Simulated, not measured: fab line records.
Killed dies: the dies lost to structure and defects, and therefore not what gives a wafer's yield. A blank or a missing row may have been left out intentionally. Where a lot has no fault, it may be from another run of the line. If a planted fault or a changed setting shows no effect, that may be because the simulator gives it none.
Which tool was responsible? -- flow gf180mcu -- Sampling: 14 lots, 42 wafers, 3 of 602 route steps

WHAT THE GAUGES SHOWED, per wafer
GF_TOP_METAL_CD_MEAS_14 targets a cd of 440 nm. Usual: cd-nm 439.8 nm, standard deviation 2.5.
lot,measured,on,cd-nm (nm),flag
L976,day 27 23:20,cd-sem-02,442.4 441.8 443.8,
L977,day 28 00:01,cd-sem-02,436.7 437.7 438.7,
L980,day 29 14:28,cd-sem-02,438.2 437.7 438.1,
L986,day 31 05:25,cd-sem-01,441.2 443.3 440.8,
L987,day 31 13:55,cd-sem-02,440.0 438.3 437.8,
L988,day 31 19:11,cd-sem-01,438.4 436.2 438.6,
L990,day 32 13:35,cd-sem-01,437.1 437.1 438.9,
L993,day 33 01:19,cd-sem-02,437.2 437.7 441.2,
L994,day 33 07:31,cd-sem-01,436.9 439.3 439.3,
L995,day 33 14:34,cd-sem-01,437.8 435.1 436.8,
L996,day 33 20:28,cd-sem-01,441.0 438.2 439.0,
L997,day 34 04:26,cd-sem-01,442.5 441.9 439.5,
L998,day 34 10:20,cd-sem-02,443.0 446.0 445.1,
L999,day 34 10:49,cd-sem-01,441.4 443.4 443.2,

WHAT TOOL EACH LOT RAN ON (gives the tool, then ch and the chambers of the sampled wafers, and finally the start)
lot,GF_SAB_CVD_00,GF_TOP_METAL_SPUTTER_02
L976,"pecvd-02 ch 1,2, day 14 11:39","pvd-sputter-02, day 27 03:03"
L977,"pecvd-01 ch 0,1, day 14 16:18","pvd-sputter-03, day 27 03:24"
L980,"pecvd-01 ch 0,2, day 15 14:58","pvd-sputter-02, day 28 19:06"
L986,"pecvd-02 ch 0,1,2, day 17 16:35","pvd-sputter-03, day 30 11:26"
L987,"pecvd-03 ch 0,2, day 18 02:13","pvd-sputter-03, day 30 20:32"
L988,"pecvd-03 ch 1,2, day 18 05:40","pvd-sputter-01, day 31 01:42"
L990,"pecvd-02 ch 1,2, day 19 07:35","pvd-sputter-02, day 31 21:32"
L993,"pecvd-01 ch 0,2, day 20 06:01","pvd-sputter-01, day 32 09:07"
L994,"pecvd-02 ch 0,1, day 20 12:17","pvd-sputter-01, day 32 15:45"
L995,"pecvd-02 ch 0,1,2, day 20 23:52","pvd-sputter-03, day 32 22:05"
L996,"pecvd-02 ch 0,2, day 21 09:46","pvd-sputter-03, day 33 04:49"
L997,"pecvd-03 ch 1,2, day 21 17:24","pvd-sputter-01, day 33 12:56"
L998,"pecvd-02 ch 1,2, day 22 04:32","pvd-sputter-03, day 33 19:05"
L999,"pecvd-03 ch 1,2, day 22 06:35","pvd-sputter-02, day 33 19:44"
- GF_SAB_CVD_00: deposits SiO2 from TEOS, target thk 50 nm, time 4.9302 s.
- GF_TOP_METAL_SPUTTER_02: material AlCu, target thk 900 nm, time 47.82 s.

WHAT THE TOOLS THEMSELVES READ (means of the sampled wafers that have a number; where no wafer has one, the mark that the record gives instead)
GF_SAB_CVD_00. Usual: heater-power-w 677 W, standard deviation 83.
lot,tool,heater-power-w (W),flag
L976,pecvd-02,543,
L977,pecvd-01,679,
L980,pecvd-01,650,
L986,pecvd-02,632,
L987,pecvd-03,702,
L988,pecvd-03,782,
L990,pecvd-02,564,
L993,pecvd-01,711,
L994,pecvd-02,731,
L995,pecvd-02,612,
L996,pecvd-02,651,
L997,pecvd-03,673,
L998,pecvd-02,582,
L999,pecvd-03,753,

GF_TOP_METAL_SPUTTER_02. Usual: throttle-valve-pct 30.1 %, standard deviation 1.1.
lot,tool,throttle-valve-pct (%),flag
L976,pvd-sputter-02,30.3,
L977,pvd-sputter-03,30.3,
L980,pvd-sputter-02,30.2,
L986,pvd-sputter-03,30.3,
L987,pvd-sputter-03,30.4,
L988,pvd-sputter-01,30.7,
L990,pvd-sputter-02,30.1,
L993,pvd-sputter-01,30.6,
L994,pvd-sputter-01,30.7,
L995,pvd-sputter-03,29.9,
L996,pvd-sputter-03,29.8,
L997,pvd-sputter-01,30.6,
L998,pvd-sputter-03,29.8,
L999,pvd-sputter-02,28.6,

THE ANSWER, worked out from the rows above alone
Rule: lot off if the mean of its wafers having a number is beyond 3 standard deviations from the usual mean. A lot without any number at a reading at which 4 lots or more have one is off too. Any other lot the step has rows for is counted as sound. After the gauges, taken in route order, come the tools' own readings; for these a lot's mean is taken, as printed above. The first step at which some lot is off is used, and at that step the reading that is off furthest; a lot without a number counts as furthest.
No lot is off on any of the readings shown, so nothing can be concluded from this.

WHAT THE SIMULATOR PUT IN
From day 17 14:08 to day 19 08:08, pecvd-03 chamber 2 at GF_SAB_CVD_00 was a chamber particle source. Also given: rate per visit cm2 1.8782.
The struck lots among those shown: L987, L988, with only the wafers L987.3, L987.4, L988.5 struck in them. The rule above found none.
